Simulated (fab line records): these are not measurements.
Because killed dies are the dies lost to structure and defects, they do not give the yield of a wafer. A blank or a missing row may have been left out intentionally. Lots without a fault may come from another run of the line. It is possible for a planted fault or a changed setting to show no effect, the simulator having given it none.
Split-lot experiment	flow sfqLine	23 wafers read from 5 lots, route of 325 steps

SPLIT DETAILS
At SFQ_TRILAYER_M8_DEP_EVAP_198 (material Pt, target thk 50 nm, time 250 s), the setting timeS was moved away from the recipe's 250 s on 10 of the 23 wafers read, by -12.0% to +13.5%. This setting was run at the recipe's value on the other wafers.

The reading comes from the split's own step.

THE READING
Pt_of_TRILAYER_M8_DEP_EVAP_198.thkNm (the simulator's own value, which no gauge read), in nm, at SFQ_TRILAYER_M8_DEP_EVAP_198 (material Pt, target thk 50 nm, time 250 s). There is no usual value for it anywhere in the file. The 13 wafers here that ran the recipe average 50.09 nm, standard deviation 0.44 nm.

wafer	tool, chamber at the split	timeS as run, s	against the recipe	Pt_of_TRILAYER_M8_DEP_EVAP_198.thkNm, nm	against lot-mates on the recipe
L074.1	pvdSputter-02, -	283.8	+13.5%	57.66	+6.72
L074.2	pvdSputter-02, -	250	recipe	51.08	-
L074.4	pvdSputter-02, -	250	recipe	50.79	-
L074.5	pvdSputter-02, -	283.8	+13.5%	58.03	+7.09
L074.6	pvdSputter-02, -	283.8	+13.5%	58.05	+7.11
L077.4	pvdSputter-01, -	250	recipe	50.06	-
L077.5	pvdSputter-01, -	250	recipe	50.11	-
L077.6	pvdSputter-01, -	250	recipe	50.09	-
L078.1	pvdSputter-02, -	250	recipe	49.73	-
L078.2	pvdSputter-02, -	277	+10.8%	55.08	+5.12
L078.4	pvdSputter-02, -	250	recipe	50.29	-
L078.5	pvdSputter-02, -	277	+10.8%	54.93	+4.97
L078.6	pvdSputter-02, -	250	recipe	49.87	-
L080.1	pvdSputter-02, -	250	recipe	49.99	-
L080.3	pvdSputter-02, -	219.9	-12.0%	43.78	-6.17
L080.4	pvdSputter-02, -	250	recipe	50.04	-
L080.5	pvdSputter-02, -	250	recipe	49.82	-
L080.6	pvdSputter-02, -	219.9	-12.0%	44	-5.95
L084.1	pvdSputter-02, -	250	recipe	50.13	-
L084.2	pvdSputter-02, -	229.9	-8.0%	45.7	-3.97
L084.3	pvdSputter-02, -	250	recipe	49.21	-
L084.5	pvdSputter-02, -	229.9	-8.0%	46.07	-3.60
L084.6	pvdSputter-02, -	229.9	-8.0%	45.58	-4.09

THE FIT
A straight line over all 23 wafers: Pt_of_TRILAYER_M8_DEP_EVAP_198.thkNm changes by +0.534 nm for each +1% of timeS; r = +0.99; the points scatter about the line by 0.51 nm.
The same after taking each lot's own level away (the mean of its wafers on the recipe; 23 wafers): +0.499 nm for each +1%; r = +1.00; scatter 0.26 nm.
The reading moves by 6.7 nm for the largest change in timeS, on that fit.
From 49.670 to 50.935 nm: that is the span of the lots' own levels, equal to 2.9 times the standard deviation above.
The two slopes agree, so the slope changes little with the lot-to-lot level.
Check: with one of the wafers moved furthest among these (+13.5%) left out of the fit, the line predicts +6.76 nm for it against its lot-mates. Against them it came out at +6.72 nm.

FURTHER SPLITS ON THESE WAFERS
These wafers also went through other splits before the reading. Each is held against what the fit with the lots' levels taken away leaves over:
other split on the same wafers	wafers away from the commonest value	r with Pt_of_TRILAYER_M8_DEP_EVAP_198.thkNm (lot level and that fit taken away)
SFQ_TRILAYER_I6_VIA_ETCH_VIA_ETCH_172 biasW	7	-0.14
SFQ_TRILAYER_M7_LITHO_PEB_180 pebTempC	7	+0.17
SFQ_TRILAYER_M7_BARC_OPEN_METAL_ETCH_229 biasW	8	+0.23
SFQ_TRILAYER_I7_VIA_LITHO_COAT_187 spinRpm	5	-0.35
SFQ_TRILAYER_I7_VIA_LITHO_PEB_190 pebTimeS	7	-0.20
SFQ_TRILAYER_M8_DEP_EVAP_197 timeS	8	-0.14

THE FILE'S OWN FIT
Pt_of_TRILAYER_M8_DEP_EVAP_198.thkNm changes by +0.497 nm for each +1% of timeS, r = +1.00.
